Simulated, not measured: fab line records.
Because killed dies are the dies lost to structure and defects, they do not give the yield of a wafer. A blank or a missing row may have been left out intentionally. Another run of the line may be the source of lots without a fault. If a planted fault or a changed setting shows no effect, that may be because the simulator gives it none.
A struck lot beside a sound one -- flow sfq line -- 14 out of 325 route steps
Sound: these wafers, L123.2, L123.4, L123.5. Struck: wafer L135.4 (left out: L135.2, L135.5 of the same lot, which were not struck); the cause appears at the end.
At each step with rows: each side's tool, then ch and its chambers, then its first start. Under that, the readings that differ: sound wafers -- struck wafers -- difference of the means -- sigmas: that difference in standard deviations of wafers without a fault.
alike: words and numbers the same on both sides, and readings whose means are apart by under 2 such deviations; not compared: readings that were withheld, readings missing a value for some wafer, numbers with overlapping values and no deviation given by the record, and bounds like >300 which may hide the same value.
Wherever a step has rows on one side only, a row that says differs or no value, or a row with sigmas, the two part there. Non-overlapping numbers with no deviation appear without sigmas and do not part them. A reading that every wafer of one side lacks parts them only if that side has two wafers or more.

first, 2 steps without rows for these wafers: SFQ_TRILAYER_C5_STRIP_SOLV_CLEAN_156 (cleans in NMP, time 600 s); SFQ_TRILAYER_M6_DEP_PRE_CLEAN_158 (time 22.5 s).
SFQ_TRILAYER_M6_DEP_SPUTTER_157: material Nb, target thk 200 nm, time 133.3 s.
  struck on pvd sputter-06, day 77 14:17; sound on pvd sputter-04, day 73 05:10
  alike: throttle valve pct
SFQ_M6_RS_MEAS_938: a four-point-probe measurement.
  struck on film metro-04, day 77 14:23; sound on film metro-02, day 73 05:16
  alike: M6_NB_RS
then, 6 steps without rows for these wafers: SFQ_TRILAYER_M6_LITHO_COAT_164 (resist thk 62 nm); SFQ_TRILAYER_M6_LITHO_COAT_159 (resist thk 600 nm); SFQ_TRILAYER_M6_LITHO_SOFTBAKE_163; SFQ_TRILAYER_M6_LITHO_EXPOSE_160 (exposes mask M6, target cd 500 nm); SFQ_TRILAYER_M6_LITHO_PEB_162 (peb time 60 s); SFQ_TRILAYER_M6_LITHO_DEVELOP_161 (time 60 s).
SFQ_M6_OVL_MEAS_940:
  struck on overlay-02, day 77 20:25; sound on overlay-01, day 73 07:41
  alike: M6_OVL
SFQ_TRILAYER_M6_BARC_OPEN_METAL_ETCH_206: etches BARC in O2, target depth 125 nm, time 41.7 s.
  sound on rie metal-01 ch 0,1, day 73 07:43; struck on rie metal-01 ch 1, day 77 20:26
reading,sound,struck,difference,sigmas
oes product au (a.u.),0.688 0.686 0.684,0.892,+0.206,+49
run length s (s),70.6 70.8 70.1,58.7,-11.8,-32
model.KrF_of_TRILAYER_M6_LITHO_COAT_159.thk nm (nm),522.1 523.2 520.2,536.5,+14.7,
  alike: chamber pressure mTorr, drypump motor current A
  not compared: bias w, rf hours counter h
SFQ_TRILAYER_M6_ETCH_METAL_ETCH_162: etches Nb in Cl2/Ar, stops on SiO2, target depth 240 nm, time 120 s.
  sound on rie metal-01 ch 0,1, day 73 07:46; struck on rie metal-01 ch 1, day 77 20:30
reading,sound,struck,difference,sigmas
model.KrF_of_TRILAYER_M6_LITHO_COAT_159.thk nm (nm),381 380.7 378.7,395.8,+15.7,
  alike: bias w, chamber pressure mTorr, drypump motor current A, oes product au, run length s
  not compared: rf hours counter h
SFQ_TRILAYER_M6_STRIP_STRIP_163: strips in O2.
  sound on rie metal-01 ch 0,1, day 73 07:54; struck on rie metal-01 ch 1, day 77 20:37
  alike: chamber pressure mTorr, drypump motor current A, oes product au
  not compared: rf hours counter h

== WHERE THEY PART ==
At SFQ_TRILAYER_M6_BARC_OPEN_METAL_ETCH_206 and nowhere else, as far as this record goes. Later steps at which nothing parts them and some readings are alike: SFQ_TRILAYER_M6_ETCH_METAL_ETCH_162, SFQ_TRILAYER_M6_STRIP_STRIP_163.

WHY: what had been put in by the simulator
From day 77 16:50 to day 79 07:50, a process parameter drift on rie metal-01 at SFQ_TRILAYER_M6_BARC_OPEN_METAL_ETCH_206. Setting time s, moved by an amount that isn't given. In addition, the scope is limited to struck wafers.
